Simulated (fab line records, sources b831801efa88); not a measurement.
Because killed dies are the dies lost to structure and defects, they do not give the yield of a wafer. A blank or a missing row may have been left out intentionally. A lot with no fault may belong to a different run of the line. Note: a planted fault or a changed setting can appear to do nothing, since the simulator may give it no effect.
fab line records | flow sky130
record lots=11 | wafers=33 | lastDay=50
route steps=708 shown METAL5@663 PASSIVATION@681 PAD_OPEN@708
lots that met no fault: taken from a fault-free run of the same line
startH: the number of hours between the record's first day and the start of the first shown wafer of the lot | waitH: time in hours since the lot's previous step | " same as the row above | L1.1+2: a single row standing in for several wafers | - no value present, or no start provided | * or withheld: withheld | < > ~ a bound
route shown NAME@n: NAME is a module with steps in the file, n the number in the route of the first one | usual: mean/standard deviation of fault-free wafers | same: alike in all rows | chamber/n: place in a boat | sites: readings site by site | _std_site: standard deviation of those values | _edge_site: the outer-site mean with the inner-site mean subtracted | radiusMm: how far each site lies from the wafer's centre | mask NAME#n: copy n | behind: the last tool/chamber to shape the wafer | hold: the reason the lot was held/the length of the hold in hours/how it ended | device: names the non-switching transistor (n, p or np) | end of line: the route-end tests of the same wafers | a step given without rows: its recipe and nothing more | killed: dies that structure and defects cost at the first sort, which is not the same as the wafer's yield | map: shows each die of a wafer: x if killed, . if not, _ if none is there
set.NAME: setting as actually run; set.NAME@STEP: the setting as run at that earlier step | model.NAME: the simulator's own value behind a step, which no gauge read
steps of the route over a sample of lots; a table a step, a row a wafer
services: from which hour (startH, from the record's first day; less than 0 if before it) a tool's chamber was out of use, for how many hours, and why
## steps
# step SKY_METAL5_SPUTTER_02
# recipe material=AlCu | targetThkNm=1150 | powerW=10600 | timeS=61.2 | chamberPressurePa=0.4
# usual throttleValvePct=29.9/1.3
lot.wafer | tool          | chamber | startH  | waitH | throttleValvePct
L815.2    | pvdSputter-01 | -       | 1002.55 | 0.0   | 31.4
L815.5    | "             | -       | "       | "     | 31.5
L815.6    | "             | -       | "       | "     | 29.6
L817.3    | pvdSputter-02 | -       | 1018.56 | 0.0   | 30.9
L817.4    | "             | -       | "       | "     | 28.9
L817.5    | "             | -       | "       | "     | 28.8
L818.4    | pvdSputter-01 | -       | 1020.36 | 0.0   | 30.6
L818.5    | "             | -       | "       | "     | 31.4
L818.6    | "             | -       | "       | "     | 30.7
L819.4    | pvdSputter-04 | -       | 1045.32 | 0.0   | 29.5
L819.5    | "             | -       | "       | "     | 28.5
L819.6    | "             | -       | "       | "     | 32.2
L826.2    | pvdSputter-02 | -       | 1086.71 | 0.0   | 28.3
L826.4    | "             | -       | "       | "     | 29.4
L826.5    | "             | -       | "       | "     | 28.4
L831.3    | pvdSputter-01 | -       | 1115.02 | 0.0   | 32.4
L831.4    | "             | -       | "       | "     | 30.3
L831.6    | "             | -       | "       | "     | 32.6
L833.1    | pvdSputter-01 | -       | 1120.10 | 0.0   | 29.6
L833.5    | "             | -       | "       | "     | 29.9
L833.6    | "             | -       | "       | "     | 31.3
L834.2    | pvdSputter-02 | -       | 1122.80 | 0.0   | 30.7
L834.4    | "             | -       | "       | "     | 29.4
L834.6    | "             | -       | "       | "     | 28.4
L836.2    | pvdSputter-04 | -       | 1129.30 | 0.0   | 32.3
L836.4    | "             | -       | "       | "     | 28.8
L836.6    | "             | -       | "       | "     | 28.3
L837.1    | pvdSputter-02 | -       | 1143.98 | 0.0   | 28.8
L837.3    | "             | -       | "       | "     | 28.6
L837.4    | "             | -       | "       | "     | 28.7
L838.1    | pvdSputter-04 | -       | 1147.27 | 0.0   | 32.3
L838.3    | "             | -       | "       | "     | 28.6
L838.5    | "             | -       | "       | "     | 32.2
# step SKY_METAL5_STRIP_16
# recipe chemistry=O2/N2 | powerW=1400 | pressureMtorr=1500 | platenTempC=withheld | o2FlowSccm=3000 | n2FlowSccm=300 | overashFraction=0.5
# usual drypumpMotorCurrentA=5.4/0.34 | n2FlowSccm=299.9/0.9 | oesProductAu=0.710/0.0043 | stripTimeToEndpointS=13.05/0.16
# same overashFraction=0.5
lot.wafer | tool           | chamber | startH  | waitH | drypumpMotorCurrentA | n2FlowSccm | oesProductAu | rfHoursCounterH | stripTimeToEndpointS
L815.2    | plasmaAsher-02 | 1       | 1025.04 | 0.2   | 5.6                  | 301.1      | 0.710        | 121             | 12.86
L815.5    | "              | 0       | "       | "     | 4.9                  | 299.4      | 0.708        | -               | 13.12
L815.6    | "              | 1       | "       | "     | 5.6                  | 301.1      | 0.716        | -               | 13.04
L817.3    | plasmaAsher-02 | 1       | 1041.65 | 0.1   | 5.6                  | 299.7      | 0.710        | -               | 13.26
L817.4    | "              | 0       | "       | "     | 4.9                  | 301.1      | 0.711        | -               | 13.16
L817.5    | "              | 1       | "       | "     | 5.6                  | 301.1      | 0.709        | -               | 13.12
L818.4    | plasmaAsher-01 | 1       | 1042.99 | 0.1   | 5.4                  | 300.5      | 0.712        | -               | 13.01
L818.5    | "              | 1       | "       | "     | 5.4                  | 301.7      | 0.709        | -               | 13.01
L818.6    | "              | 0       | "       | "     | 5.2                  | 300.6      | 0.713        | -               | 13.05
L819.4    | plasmaAsher-02 | 1       | 1067.01 | 0.1   | 5.6                  | 301.0      | 0.716        | -               | 13.00
L819.5    | "              | 1       | "       | "     | 5.6                  | 300.3      | 0.707        | -               | 13.03
L819.6    | "              | 0       | "       | "     | 4.9                  | 299.8      | 0.706        | -               | 12.67
L826.2    | plasmaAsher-02 | 1       | 1107.37 | 0.2   | 5.6                  | 301.0      | 0.709        | 5               | 13.00
L826.4    | "              | 1       | "       | "     | 5.6                  | 301.6      | 0.712        | -               | 13.20
L826.5    | "              | 0       | "       | "     | 4.9                  | 300.8      | 0.707        | -               | 13.10
L831.3    | plasmaAsher-01 | 1       | 1135.15 | 0.1   | 5.5                  | 299.3      | 0.702        | -               | 12.98
L831.4    | "              | 0       | "       | "     | 5.2                  | 299.7      | 0.717        | -               | 13.20
L831.6    | "              | 0       | "       | "     | 5.2                  | 299.1      | 0.707        | -               | 13.20
L833.1    | plasmaAsher-02 | 1       | 1139.74 | 0.2   | 5.6                  | 299.0      | 0.702        | 8               | 13.03
L833.5    | "              | 1       | "       | "     | 5.6                  | 298.3      | 0.715        | -               | 13.07
L833.6    | "              | 0       | "       | "     | 4.9                  | 299.7      | 0.713        | -               | 13.03
L834.2    | plasmaAsher-04 | 0       | 1142.48 | 0.2   | 5.7                  | 299.8      | 0.714        | 103             | 12.93
L834.4    | "              | 0       | "       | "     | 5.7                  | 300.0      | 0.708        | -               | 12.97
L834.6    | "              | 0       | "       | "     | 5.6                  | 299.5      | 0.712        | -               | 13.01
L836.2    | plasmaAsher-04 | 0       | 1148.87 | 0.2   | 5.6                  | 299.7      | 0.708        | 104             | 13.21
L836.4    | "              | 1       | "       | "     | 5.8                  | 299.3      | 0.715        | -               | 13.31
L836.6    | "              | 0       | "       | "     | 5.7                  | 298.6      | 0.711        | -               | 13.29
L837.1    | plasmaAsher-04 | 1       | 1162.03 | 0.2   | 5.8                  | 300.6      | 0.711        | 105             | 13.24
L837.3    | "              | 1       | "       | "     | 5.8                  | 301.2      | 0.716        | -               | 13.13
L837.4    | "              | 0       | "       | "     | 5.6                  | 300.5      | 0.713        | -               | 13.20
L838.1    | plasmaAsher-04 | 0       | 1165.37 | 0.2   | 5.6                  | 299.7      | 0.713        | 106             | 13.05
L838.3    | "              | 0       | "       | "     | 5.6                  | 300.2      | 0.722        | -               | 13.07
L838.5    | "              | 0       | "       | "     | 5.6                  | 299.2      | 0.718        | -               | 13.17
# step SKY_PASSIVATION_CVD_00
# recipe material=SiO2 | targetThkNm=90 | tempC=400 | timeS=withheld | rfW=600
# usual heaterPowerW=670/130 | susceptorTempC=400.00/0.19
lot.wafer | tool     | chamber | startH  | waitH | heaterPowerW | susceptorTempC
L815.2    | pecvd-01 | 0       | 1025.67 | 0.0   | 968          | 400.04
L815.5    | "        | 2       | "       | "     | 651          | 399.56
L815.6    | "        | 1       | "       | "     | 495          | 400.24
L817.3    | pecvd-03 | 2       | 1042.22 | 0.0   | 553          | 400.15
L817.4    | "        | 0       | "       | "     | 686          | 399.92
L817.5    | "        | 1       | "       | "     | 628          | 399.94
L818.4    | pecvd-03 | 0       | 1043.57 | 0.0   | 719          | 399.87
L818.5    | "        | 2       | "       | "     | 540          | 399.84
L818.6    | "        | 1       | "       | "     | 686          | 399.93
L819.4    | pecvd-04 | 2       | 1067.58 | 0.0   | 595          | 400.07
L819.5    | "        | 1       | "       | "     | 795          | 400.08
L819.6    | "        | 0       | "       | "     | 761          | 399.89
L826.2    | pecvd-01 | 2       | 1107.97 | 0.0   | 584          | 400.65
L826.4    | "        | 2       | "       | "     | 587          | 399.90
L826.5    | "        | 0       | "       | "     | 955          | 400.09
L831.3    | pecvd-01 | 1       | 1135.75 | 0.0   | 560          | 400.10
L831.4    | "        | 1       | "       | "     | 560          | 400.07
L831.6    | "        | 2       | "       | "     | 578          | 399.84
L833.1    | pecvd-01 | 1       | 1140.38 | 0.0   | 587          | 399.85
L833.5    | "        | 0       | "       | "     | 864          | 399.89
L833.6    | "        | 2       | "       | "     | 535          | 400.23
L834.2    | pecvd-01 | 0       | 1143.07 | 0.0   | 958          | 400.06
L834.4    | "        | 2       | "       | "     | 657          | 399.93
L834.6    | "        | 1       | "       | "     | 521          | 399.95
L836.2    | pecvd-01 | 1       | 1149.46 | 0.0   | 476          | 399.81
L836.4    | "        | 0       | "       | "     | 964          | 400.40
L836.6    | "        | 1       | "       | "     | 486          | 400.09
L837.1    | pecvd-04 | 1       | 1162.63 | 0.0   | 680          | 399.71
L837.3    | "        | 0       | "       | "     | 721          | 399.73
L837.4    | "        | 1       | "       | "     | 694          | 399.75
L838.1    | pecvd-03 | 2       | 1165.96 | 0.0   | 545          | 399.89
L838.3    | "        | 0       | "       | "     | 581          | 399.95
L838.5    | "        | 0       | "       | "     | 601          | 399.61
# step SKY_PASSIVATION_CVD_02
# recipe material=Si3N4 | targetThkNm=540 | tempC=400 | timeS=withheld | rfW=450
# usual heaterPowerW=707/120 | susceptorTempC=399.99/0.22
lot.wafer | tool     | chamber | startH  | waitH | heaterPowerW | susceptorTempC
L815.2    | pecvd-04 | 2       | 1025.75 | 0.0   | 673          | 399.55
L815.5    | "        | 0       | "       | "     | 636          | 399.62
L815.6    | "        | 2       | "       | "     | 562          | 399.84
L817.3    | pecvd-01 | 1       | 1042.30 | 0.0   | 627          | 399.89
L817.4    | "        | 0       | "       | "     | 984          | 400.21
L817.5    | "        | 2       | "       | "     | 572          | 400.47
L818.4    | pecvd-01 | 0       | 1043.76 | 0.1   | 1012         | 399.62
L818.5    | "        | 2       | "       | "     | 654          | 399.83
L818.6    | "        | 1       | "       | "     | 612          | 400.20
L819.4    | pecvd-03 | 2       | 1067.76 | 0.1   | 538          | 400.14
L819.5    | "        | 0       | "       | "     | 809          | 400.02
L819.6    | "        | 1       | "       | "     | 721          | 399.90
L826.2    | pecvd-03 | 0       | 1108.05 | 0.0   | 649          | 400.22
L826.4    | "        | 2       | "       | "     | 619          | 399.59
L826.5    | "        | 0       | "       | "     | 693          | 400.36
L831.3    | pecvd-04 | 2       | 1135.83 | 0.0   | 680          | 400.06
L831.4    | "        | 2       | "       | "     | 556          | 399.83
L831.6    | "        | 0       | "       | "     | 675          | 400.12
L833.1    | pecvd-04 | 1       | 1140.46 | 0.1   | 781          | 399.50
L833.5    | "        | 1       | "       | "     | 779          | 399.92
L833.6    | "        | 0       | "       | "     | 802          | 399.94
L834.2    | pecvd-04 | 0       | 1143.15 | 0.0   | 774          | 399.80
L834.4    | "        | 0       | "       | "     | 801          | 400.12
L834.6    | "        | 2       | "       | "     | 642          | 399.55
L836.2    | pecvd-04 | 1       | 1149.54 | 0.0   | 845          | 400.03
L836.4    | "        | 2       | "       | "     | 672          | 399.82
L836.6    | "        | 0       | "       | "     | 778          | 399.79
L837.1    | pecvd-01 | 2       | 1162.71 | 0.1   | 594          | 399.76
L837.3    | "        | 0       | "       | "     | 871          | 400.06
L837.4    | "        | 2       | "       | "     | 640          | 399.93
L838.1    | pecvd-04 | 2       | 1166.04 | 0.1   | 591          | 399.74
L838.3    | "        | 1       | "       | "     | 724          | 400.05
L838.5    | "        | 2       | "       | "     | 616          | 399.65
# step SKY_PASSIVATION_THK_MEAS_03
# recipe reads=Si3N4_of_PASSIVATION_CVD_02
# usual PASSIVATION_CVD_02_THK=539/6.9
lot.wafer | tool         | chamber | startH  | waitH | PASSIVATION_CVD_02_THK[nm]
L815.2    | filmMetro-02 | -       | 1026.10 | -     | 523
L815.5    | "            | -       | "       | "     | 541
L815.6    | "            | -       | "       | "     | 534
L817.3    | filmMetro-03 | -       | 1042.55 | -     | 535
L817.4    | "            | -       | "       | "     | 537
L817.5    | "            | -       | "       | "     | 545
L818.4    | filmMetro-03 | -       | 1043.90 | -     | 546
L818.5    | "            | -       | "       | "     | 550
L818.6    | "            | -       | "       | "     | 552
L819.4    | filmMetro-01 | -       | 1067.91 | -     | 545
L819.5    | "            | -       | "       | "     | 539
L819.6    | "            | -       | "       | "     | 546
L826.2    | filmMetro-03 | -       | 1108.28 | -     | 541
L826.4    | "            | -       | "       | "     | 546
L826.5    | "            | -       | "       | "     | 582
L831.3    | filmMetro-03 | -       | 1136.08 | -     | 532
L831.4    | "            | -       | "       | "     | 543
L831.6    | "            | -       | "       | "     | 543
L833.1    | filmMetro-01 | -       | 1140.68 | -     | 530
L833.5    | "            | -       | "       | "     | 539
L833.6    | "            | -       | "       | "     | 543
L834.2    | filmMetro-03 | -       | 1143.39 | -     | 534
L834.4    | "            | -       | "       | "     | 536
L834.6    | "            | -       | "       | "     | 534
L836.2    | filmMetro-01 | -       | 1149.78 | -     | 524
L836.4    | "            | -       | "       | "     | 537
L836.6    | "            | -       | "       | "     | 536
L837.1    | filmMetro-01 | -       | 1162.93 | -     | 532
L837.3    | "            | -       | "       | "     | 531
L837.4    | "            | -       | "       | "     | 541
L838.1    | filmMetro-02 | -       | 1166.27 | -     | 533
L838.3    | "            | -       | "       | "     | 537
L838.5    | "            | -       | "       | "     | 546
# step SKY_PAD_OPEN_PROBE_99
# usual defectLimitedYield=82.6/1.9 | killed_at_M0_to_M3=42/7.1 | killed_at_M4_up=3.3/1.9 | killedAtContacts=24/5 | killedAtFrontEnd=15/4.7 | killedAtOther=0.3/0.61 | killedDies=86/9.6 | killedOpen=47/7.5 | killedShort=38/6.6 | sort_bin_3_pad_short=0.9/0.42 | sort_bin_5_function=10.2/1.5 | sort_bin_6_memory=6.3/1.1 | sortNPass=406/9.6 | sortYieldPct=82.6/1.9
# same grossDies=492 | killedAtBackSide=0 | sort_bin_4_leakage[%]=0 | sort_bin_8_speed[%]=0
lot.wafer | tool      | chamber | startH  | waitH | defectLimitedYield[%] | killed_at_M0_to_M3 | killed_at_M4_up | killedAtContacts | killedAtFrontEnd | killedAtOther | killedDies | killedOpen | killedShort | sort_bin_3_pad_short[%] | sort_bin_5_function[%] | sort_bin_6_memory[%] | sortNPass | sortYieldPct[%]
L834.2    | prober-01 | -       | 1181.29 | 0.1   | 82.5                  | 51                 | 1               | 22               | 12               | 0             | 86         | 41         | 45          | 0.2                     | 11.2                   | 6.1                  | 406       | 82.5
L834.4    | prober-01 | -       | 1181.39 | 0.2   | 80.3                  | 47                 | 4               | 28               | 17               | 1             | 97         | 55         | 41          | 0.6                     | 11.2                   | 7.9                  | 395       | 80.3
L834.6    | prober-01 | -       | 1181.49 | 0.2   | 81.1                  | 46                 | 2               | 25               | 20               | 0             | 93         | 49         | 44          | 0.8                     | 11.8                   | 6.3                  | 399       | 81.1
# killed by level:class
L834.2 LI_CONTACT:geometricParticle:open=8 METAL1:geometricParticle:short=8 VIA1:geometricParticle:short=8 VIA1:geometricParticle:open=7 CONTACT:geometricParticle:open=5 VIA2:geometricParticle:short=5 LI_CONTACT:geometricParticle:short=5 METAL2:geometricParticle:short=5
L834.4 CONTACT:geometricParticle:open=14 VIA1:geometricParticle:open=11 VIA2:geometricParticle:open=9 FIELD_ISO:geometricParticle:short=8 VIA3:geometricParticle:open=8 METAL1:geometricParticle:short=6 METAL2:geometricParticle:short=6 LI_CONTACT:geometricParticle:open=5
L834.6 CONTACT:geometricParticle:open=12 VIA1:geometricParticle:open=9 VIA2:geometricParticle:open=8 METAL2:geometricParticle:short=7 FIELD_ISO:geometricParticle:open=5 VIA3:geometricParticle:open=5 CONTACT:geometricParticle:short=5 VIA1:geometricParticle:short=5
## services
tool           | chamber | startH  | hours | kind
pecvd-04       | 0       | 984.66  | 5.6   | repair
plasmaAsher-02 | -       | 988.45  | 8.2   | repair
pvdSputter-02  | -       | 990.41  | 23.1  | repair
plasmaAsher-01 | -       | 994.69  | 2.8   | pm
pvdSputter-01  | -       | 994.80  | 1.1   | repair
pecvd-04       | 1       | 999.38  | -     | clean
pecvd-04       | 1       | 999.38  | -     | consumableReplace:showerhead
pecvd-04       | 1       | 999.38  | 29.0  | scheduledDown
pecvd-04       | 1       | 999.38  | 29.0  | ventCycle
pecvd-03       | -       | 1021.59 | 6.0   | pm
pecvd-04       | 2       | 1042.49 | 7.9   | repair
plasmaAsher-01 | -       | 1044.18 | 28.1  | pm
pecvd-03       | 2       | 1051.52 | 3.1   | repair
pecvd-03       | 1       | 1052.64 | 3.8   | repair
pecvd-03       | 0       | 1055.08 | 8.8   | repair
plasmaAsher-02 | -       | 1055.25 | 9.0   | pm
plasmaAsher-04 | -       | 1074.89 | 2.0   | repair
pvdSputter-04  | -       | 1087.03 | 4.9   | repair
pecvd-01       | 1       | 1089.21 | 2.1   | scheduledDown
pecvd-01       | 2       | 1098.55 | 6.4   | repair
pecvd-01       | -       | 1112.35 | 4.2   | repair
plasmaAsher-01 | -       | 1118.21 | 4.0   | pm
pvdSputter-04  | -       | 1145.82 | 0.5   | repair
plasmaAsher-01 | -       | 1161.60 | 13.8  | repair
## key
firstSign step=SKY_PASSIVATION_THK_MEAS_03 | reading=PASSIVATION_CVD_02_THK | direction=up | sigmas=6.3 | usual=539 | struck=582
effect none on later readings
metAt SKY_PASSIVATION_CVD_02
struckLots L826
struckWafers L826.5
notActingAt SKY_METAL5_SPUTTER_02,SKY_METAL5_STRIP_16,SKY_PASSIVATION_CVD_00
onsetBetween 1067.76 1108.05
fault kind=processParameterDrift | tool=pecvd-03 | chamber=- | onsetH=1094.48 | steps=SKY_PASSIVATION_CVD_02 | channel=timeS | offset=withheld | shape=step | endH=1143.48 | scope=struckWafersOnly | actsIn=*
